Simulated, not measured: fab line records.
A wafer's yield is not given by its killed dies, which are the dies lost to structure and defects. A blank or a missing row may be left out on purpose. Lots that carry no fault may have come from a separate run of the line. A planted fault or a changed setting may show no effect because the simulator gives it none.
Which tool was responsible? -- flow gf180mcu -- 39 wafers from 13 lots sampled at 5 of the route's 602 steps

== WHAT THE GAUGES SHOWED, per wafer ==
GF_VT_IMPLANT_RS_MEAS_47: uses a four-point probe to measure. Usual: for NWELL_RS the level is 488.2 ohm/sq and the standard deviation is 1.1.
lot,measured,on,NWELL_RS (ohm/sq),flag
L333,day 7 21:13,film-metro-04,489.2 489.4 489.3,
L334,day 8 02:11,film-metro-02,489.7 486.4 488.0,
L335,day 8 11:07,film-metro-01,489.8 488.8 487.1,
L338,day 9 00:40,film-metro-02,488.5 488.2 488.8,
L343,day 10 14:46,film-metro-01,488.4 489.5 488.0,
L345,day 11 04:03,film-metro-02,488.0 489.8 490.0,
L348,day 11 22:33,film-metro-02,487.5 486.6 488.2,
L350,day 12 12:59,film-metro-02,488.0 488.0 486.5,
L351,day 12 18:05,film-metro-04,487.9 488.9 488.2,
L353,day 13 06:44,film-metro-01,487.5 487.2 488.4,
L354,day 13 13:43,film-metro-04,487.0 488.5 487.8,
L355,day 13 19:27,film-metro-01,484.7 486.2 487.0,
L356,day 14 00:40,film-metro-01,488.1 487.1 486.0,

GF_POLY_GATE_THK_MEAS_01. Usual: for POLY_GATE_CVD_00_THK the level is 199.4 nm and the standard deviation is 1.7.
lot,measured,on,POLY_GATE_CVD_00_THK (nm),flag
L333,day 8 19:31,film-metro-03,196.8 200.2 199.9,
L334,day 9 00:12,film-metro-03,199.8 200.1 200.3,
L335,day 9 09:23,film-metro-02,196.0 197.0 196.8,
L338,day 10 00:53,film-metro-03,198.1 198.2 195.1,
L343,day 11 20:54,film-metro-03,201.1 202.7 202.8,
L345,day 12 05:45,film-metro-03,200.1 200.0 199.6,
L348,day 13 00:35,film-metro-04,197.3 196.6 197.8,
L350,day 13 17:47,film-metro-03,199.9 200.3 200.3,
L351,day 13 23:58,film-metro-04,199.4 199.5 199.5,
L353,day 14 09:00,film-metro-03,201.0 202.4 202.2,
L354,day 14 18:29,film-metro-03,195.9 195.9 195.5,
L355,day 14 22:24,film-metro-04,199.4 201.2 200.3,
L356,day 15 03:41,film-metro-04,200.8 200.5 200.2,

== WHAT TOOL EACH LOT RAN ON (gives the tool, then ch and the chambers of the sampled wafers, and finally the start) ==
lot,GF_VT_IMPLANT_SOFTBAKE_25,GF_VT_IMPLANT_COAT_35,GF_VT_IMPLANT_STRIP_42
L333,"litho-track-02 ch 0, day 6 19:48","litho-track-02 ch 0, day 7 12:39","plasma-asher-02 ch 0,1, day 7 20:46"
L334,"litho-track-02 ch 0, day 7 01:05","litho-track-04 ch 0, day 7 17:08","plasma-asher-02 ch 0,1, day 8 01:46"
L335,"litho-track-02 ch 0, day 7 09:33","litho-track-04 ch 0, day 8 02:10","plasma-asher-01 ch 0,1, day 8 10:40"
L338,"litho-track-01 ch 0, day 7 22:11","litho-track-02 ch 0, day 8 15:07","plasma-asher-04 ch 0,1, day 9 00:14"
L343,"litho-track-02 ch 0, day 9 10:55","litho-track-04 ch 0, day 10 04:17","plasma-asher-02 ch 0,1, day 10 14:20"
L345,"litho-track-04 ch 0, day 9 23:20","litho-track-04 ch 0, day 10 17:56","plasma-asher-02 ch 0,1, day 11 03:37"
L348,"litho-track-04 ch 0, day 10 18:41","litho-track-01 ch 0, day 11 13:08","plasma-asher-01 ch 0,1, day 11 22:07"
L350,"litho-track-02 ch 0, day 11 07:28","litho-track-02 ch 0, day 12 01:55","plasma-asher-04 ch 0,1, day 12 12:29"
L351,"litho-track-04 ch 0, day 11 12:56","litho-track-02 ch 0, day 12 07:40","plasma-asher-04 ch 0,1, day 12 17:39"
L353,"litho-track-01 ch 0, day 11 23:47","litho-track-02 ch 0, day 12 19:37","plasma-asher-04 ch 0,1, day 13 06:19"
L354,"litho-track-01 ch 0, day 12 07:22","litho-track-01 ch 0, day 13 03:01","plasma-asher-02 ch 0,1, day 13 13:16"
L355,"litho-track-02 ch 0, day 12 12:43","litho-track-04 ch 0, day 13 08:32","plasma-asher-02 ch 0,1, day 13 19:01"
L356,"litho-track-02 ch 0, day 12 18:28","litho-track-01 ch 0, day 13 13:59","plasma-asher-04 ch 0,1, day 14 00:14"
- GF_VT_IMPLANT_SOFTBAKE_25: time 61.17 s.
- GF_VT_IMPLANT_COAT_35: resist thk 1000 nm.
- GF_VT_IMPLANT_STRIP_42: strips in O2/N2.

== WHAT THE TOOLS THEMSELVES READ (means of the sampled wafers that have a number; where no wafer has one, the mark that the record gives instead) ==
GF_VT_IMPLANT_SOFTBAKE_25. Usual: plate-sensor-t-centre-C 90.755 C, standard deviation 0.0091; plate-sensor-t-edge-C 90.830 C, standard deviation 0.0097.
lot,tool,plate-sensor-t-centre-C (C),plate-sensor-t-edge-C (C),flag
L333,litho-track-02,90.751,90.836,
L334,litho-track-02,90.756,90.831,
L335,litho-track-02,90.757,90.829,
L338,litho-track-01,90.744,90.833,
L343,litho-track-02,90.761,90.834,
L345,litho-track-04,90.760,90.826,
L348,litho-track-04,90.750,90.824,
L350,litho-track-02,90.763,90.827,
L351,litho-track-04,90.755,90.827,
L353,litho-track-01,90.762,90.833,
L354,litho-track-01,90.751,90.837,
L355,litho-track-02,90.756,90.836,
L356,litho-track-02,90.759,90.830,

GF_VT_IMPLANT_COAT_35. Usual: spin-speed-rpm at 3000.0 rpm, with a standard deviation of 1.6.
lot,tool,spin-speed-rpm (rpm),flag
L333,litho-track-02,3000.7,
L334,litho-track-04,3000.6,
L335,litho-track-04,2999.8,
L338,litho-track-02,2999.7,
L343,litho-track-04,3094.0,OFF
L345,litho-track-04,3096.3,OFF
L348,litho-track-01,3002.3,
L350,litho-track-02,2998.5,
L351,litho-track-02,2999.6,
L353,litho-track-02,2999.3,
L354,litho-track-01,2999.2,
L355,litho-track-04,3001.4,
L356,litho-track-01,3000.8,

GF_VT_IMPLANT_STRIP_42. Usual: drypump-motor-current-A 5.9 A, standard deviation 0.36; heater-power-w 320 W, standard deviation 24; oes-product-au 0.715 a.u., standard deviation 0.0043; strip-time-to-endpoint-s 12.65 s, standard deviation 0.039.
lot,tool,drypump-motor-current-A (A),heater-power-w (W),oes-product-au (a.u.),strip-time-to-endpoint-s (s),flag
L333,plasma-asher-02,6.0,338,0.712,12.64,
L334,plasma-asher-02,6.2,326,0.716,12.65,
L335,plasma-asher-01,5.5,298,0.713,12.66,
L338,plasma-asher-04,5.9,329,0.718,12.64,
L343,plasma-asher-02,6.0,339,0.718,12.46,OFF
L345,plasma-asher-02,6.0,331,0.713,12.53,OFF
L348,plasma-asher-01,5.7,282,0.714,12.68,
L350,plasma-asher-04,5.8,326,0.715,12.68,
L351,plasma-asher-04,5.9,335,0.713,12.69,
L353,plasma-asher-04,5.8,334,0.715,12.59,
L354,plasma-asher-02,6.0,335,0.711,12.60,
L355,plasma-asher-02,6.2,323,0.720,12.68,
L356,plasma-asher-04,5.8,326,0.715,12.64,

== THE ANSWER, worked out from the rows above alone ==
Rule: a lot counts as off when the mean over its wafers that have a number is more than 3 standard deviations away from the usual mean. A lot without any number at a reading at which 4 lots or more have one is off too. Any other lot the step has rows for is counted as sound. Order of review: gauges by route order, followed by the tools' own readings, for which a lot's mean as printed above is used. At the first step where some lot is off, the reading lying furthest off is the one used; lots without a number count as furthest.
Off: L343, L345, at GF_VT_IMPLANT_COAT_35 (spin-speed-rpm).
If a tool, at that step or one of the process steps before it, ran each lot that is off and ran no sound lot following the first of them, it fits. Of those tried, none fits.

== WHAT WAS PUT IN BY THE SIMULATOR ==
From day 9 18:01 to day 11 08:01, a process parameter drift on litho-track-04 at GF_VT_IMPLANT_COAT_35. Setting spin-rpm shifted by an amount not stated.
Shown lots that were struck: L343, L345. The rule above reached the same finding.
